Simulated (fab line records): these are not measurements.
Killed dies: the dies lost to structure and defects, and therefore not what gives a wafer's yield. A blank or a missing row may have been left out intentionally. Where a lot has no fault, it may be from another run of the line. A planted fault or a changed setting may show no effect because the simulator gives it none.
What tool caused it? :: flow gf180mcu :: Sampling: 6 lots, 18 wafers, 3 of 602 route steps

WHAT EACH GAUGE READ, for each wafer
GF_POLY_GATE_CD_MEAS_10 targets a cd of 280 nm.
lot: L365
measured: day 10 12:15
on: cd sem-02
cd nm (nm): 280.0 280.0 280.5

lot: L369
measured: day 11 16:06
on: cd sem-02
cd nm (nm): 233.6 232.8 279.1 233.9 232.9 278.5

lot: L378
measured: day 14 13:21
on: cd sem-01
cd nm (nm): 279.7 280.1 280.4

lot: L380
measured: day 15 09:34
on: cd sem-02
cd nm (nm): 279.8 278.9 279.5

lot: L382
measured: day 15 18:50
on: cd sem-01
cd nm (nm): 280.6 281.2 281.0

lot: L384
measured: day 16 08:34
on: cd sem-01
cd nm (nm): 278.9 278.7 279.9

EACH LOT AND THE TOOL THAT RAN IT (in order: tool; ch and the chambers of the sampled wafers; start)
lot: L365
GF_VT_IMPLANT_STRIP_31: plasma asher-04 ch 0,1, day 8 01:26
GF_POLY_GATE_EXPOSE_07: krf scanner-01 ch 0, day 10 03:16

lot: L369
GF_VT_IMPLANT_STRIP_31: plasma asher-02 ch 0,1, day 9 04:11
GF_POLY_GATE_EXPOSE_07: krf scanner-02 ch 0, day 11 07:15

lot: L378
GF_VT_IMPLANT_STRIP_31: plasma asher-02 ch 0, day 11 18:32
GF_POLY_GATE_EXPOSE_07: krf scanner-01 ch 0, day 14 03:40

lot: L380
GF_VT_IMPLANT_STRIP_31: plasma asher-02 ch 1, day 12 05:56
GF_POLY_GATE_EXPOSE_07: krf scanner-02 ch 0, day 14 23:25

lot: L382
GF_VT_IMPLANT_STRIP_31: plasma asher-02 ch 0,1, day 12 17:22
GF_POLY_GATE_EXPOSE_07: krf scanner-01 ch 0, day 15 07:35

lot: L384
GF_VT_IMPLANT_STRIP_31: plasma asher-02 ch 0,1, day 13 03:07
GF_POLY_GATE_EXPOSE_07: krf scanner-02 ch 0, day 15 22:04
- GF_VT_IMPLANT_STRIP_31: strips in O2/N2.
- GF_POLY_GATE_EXPOSE_07: exposes mask Poly2, target cd 280 nm.

THE ANSWER, worked out from the rows above alone
Rule: the usual values come from the lots themselves. The widest of any qualifying gaps counts: lots, ordered by their means at a reading, are off when they make up no more than a third of the lots, leave a main group of 4 or more, and stand apart from it by 3 or more times the standard deviation of that group's means. A main group whose means are all the same, to the digits that the tables above print for the reading, isn't used. A lot without any number at a reading at which 4 lots or more have one is off too. Any other lot the step has rows for is counted as sound.
Off, at GF_POLY_GATE_CD_MEAS_10 on cd nm: L369. Main group: mean 279.9 nm, sd 0.62.
If a tool, at a process step before that reading, ran all the lots that are off and no sound lot after the first of them, it fits. Those tools and the gauges at GF_POLY_GATE_CD_MEAS_10 are tried in the same way. Not one of the candidates tried fits.

WHAT HAD BEEN PUT IN BY THE SIMULATOR
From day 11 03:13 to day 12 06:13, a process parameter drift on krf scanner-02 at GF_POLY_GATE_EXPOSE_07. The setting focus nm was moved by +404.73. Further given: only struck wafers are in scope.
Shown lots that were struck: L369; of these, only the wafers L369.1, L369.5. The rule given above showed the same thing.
